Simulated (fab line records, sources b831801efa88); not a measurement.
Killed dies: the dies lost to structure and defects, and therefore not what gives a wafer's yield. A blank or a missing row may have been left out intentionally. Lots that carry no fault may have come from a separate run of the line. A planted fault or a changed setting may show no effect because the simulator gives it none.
A single fault, viewed from 2 desks :: flow sky130 :: each desk holds nothing but its own numbers, with what lay behind them at the end

THE METROLOGY DESK
What the gauges read, lot by lot, whatever tool the lot ran on: means of the sampled wafers that have a number. If a lot's mean is further than 4 standard deviations from the usual mean, the lot is out of limits and carries the mark OUT (the distance appears in the brackets).
Columns: A = VT_ADJUST_LVTN_2_TW at SKY_VT_ADJUST_LVTN_TW_MEAS_21, usual 188.7; B = cd nm at SKY_VT_ADJUST_NCORE_CD_MEAS_07, usual 379.4 nm; C = SONOS_TUNNEL_OVL at SKY_SONOS_TUNNEL_OVL_MEAS_08, usual 0.3 nm; D = SONOS_ONO_OXIDATION_THK at SKY_SONOS_ONO_THK_MEAS_01, usual 2.58 nm
lot: L498
first seen here: day 7 18:22
A: 185.0
B: 376.2
C: 1.4
D: 2.64

lot: L499
first seen here: day 7 21:18
A: 185.4
B: 379.0
C: 3.8
D: 2.52

lot: L501
first seen here: day 8 15:51
A: 188.6
B: 380.8
C: -0.7
D: 2.59

lot: L503
first seen here: day 9 03:17
A: 192.5
B: 381.9
C: 0.1
D: 2.64

lot: L505
first seen here: day 9 18:42
A: 184.5
B: 382.9
C: -1.0
D: 2.54

lot: L506
first seen here: day 10 01:18
A: 189.3
B: 379.1
C: 0.0
D: 2.57

lot: L507
first seen here: day 10 04:24
A: 192.6
B: 379.3
C: -0.6
D: 2.63

lot: L508
first seen here: day 10 11:57
A: 189.1
B: 383.2
C: -0.3
D: 2.63

lot: L509
first seen here: day 10 19:30
A: 189.6
B: 379.6
C: -0.4
D: 2.63

lot: L510
first seen here: day 11 00:32
A: 185.0
B: 379.6
C: -0.3
D: 2.60

lot: L512
first seen here: day 11 12:47
A: 189.2
B: 380.8
C: -0.2
D: 2.07 (-9.3) OUT

lot: L514
first seen here: day 12 08:02
A: 185.8
B: 376.8
C: 0.5
D: 2.49
Per this desk, out of limits: L512; the first was L512, day 15 23:34 (SONOS_ONO_OXIDATION_THK at SKY_SONOS_ONO_THK_MEAS_01). In limits: L498, L499, L501, L503, L505, L506, L507, L508, L509, L510, L514.

THE TOOL OWNER'S DESK: furnace-02
The tool's own readings at SKY_SONOS_ONO_OXIDATION_00 (stabilise 600 s, purge 300 s, target thk 2.6 nm): means of the sampled wafers that have a number, for each lot that ran on this tool. If a lot's mean is further than 4 standard deviations from the usual mean, the lot is out of limits and carries the mark OUT (the distance appears in the brackets). It has 8 readings, of which 7 appear: the earliest out of limits, and the ones furthest out on some lot.
Columns: A = spike tc centre C at SKY_SONOS_ONO_OXIDATION_00, usual 800.0 C; B = spike tc upper C at SKY_SONOS_ONO_OXIDATION_00, usual 800.6 C; C = zone power bottom pct at SKY_SONOS_ONO_OXIDATION_00, usual 22.1 %; D = zone power centre pct at SKY_SONOS_ONO_OXIDATION_00, usual 14.9 %; E = zone power lower pct at SKY_SONOS_ONO_OXIDATION_00, usual 11.59 %; F = zone power top pct at SKY_SONOS_ONO_OXIDATION_00, usual 29.3 %; G = zone power upper pct at SKY_SONOS_ONO_OXIDATION_00, usual 13.1 %
lot: L498
first seen here: day 11 11:01
A: 798.6
B: 801.0
C: 23.7
D: 14.4
E: 11.63
F: 28.6
G: 12.5

lot: L499
first seen here: day 11 14:01
A: 799.5
B: 800.0
C: 23.8
D: 14.5
E: 11.56
F: 28.7
G: 12.6

lot: L506
first seen here: day 14 03:44
A: 800.6
B: 800.6
C: 23.8
D: 14.4
E: 11.62
F: 28.6
G: 12.4

lot: L507
first seen here: day 14 06:30
A: 799.9
B: 800.5
C: 23.8
D: 14.5
E: 11.68
F: 28.6
G: 12.6

lot: L509
first seen here: day 15 05:03
A: 800.6
B: 800.1
C: 23.7
D: 14.4
E: 11.59
F: 28.7
G: 12.6

lot: L510
first seen here: day 15 10:33
A: 799.0
B: 800.5
C: 23.9
D: 14.3
E: 11.51
F: 28.8
G: 12.5

lot: L512
first seen here: day 15 22:13
A: 803.4
B: 765.2 (-35) OUT
C: 23.8
D: 19.4 (+7.6) OUT
E: 11.18
F: 35.6 (+6.5) OUT
G: 2.7 (-14) OUT

lot: L514
first seen here: day 16 18:39
A: 804.3
B: 765.9 (-35) OUT
C: 23.8
D: 19.3 (+7.4) OUT
E: 11.08 (-4.3) OUT
F: 35.0 (+6.0) OUT
G: 2.7 (-14) OUT
This desk's verdict: out of limits on L512, L514, starting with L512 at day 15 22:13 (spike tc upper C at SKY_SONOS_ONO_OXIDATION_00). In limits: L498, L499, L506, L507, L509, L510.

PUT TOGETHER
The tool owner's desk could have raised an alarm at day 15 22:13, on L512, L514.
An alarm was possible from the metrology desk at day 15 23:34, on L512.
The metrology desk has L514 on record, within its limits.
All the named lots went through SKY_SONOS_ONO_OXIDATION_00 on furnace-02.

WHAT HAD BEEN PUT IN BY THE SIMULATOR
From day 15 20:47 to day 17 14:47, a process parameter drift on furnace-02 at SKY_SONOS_ONO_OXIDATION_00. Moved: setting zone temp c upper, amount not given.
Lots struck among those shown: L512, L514.
Hours from the fault's start to each desk's first reading out of limits: the tool owner's desk, 1; the metrology desk, 3.
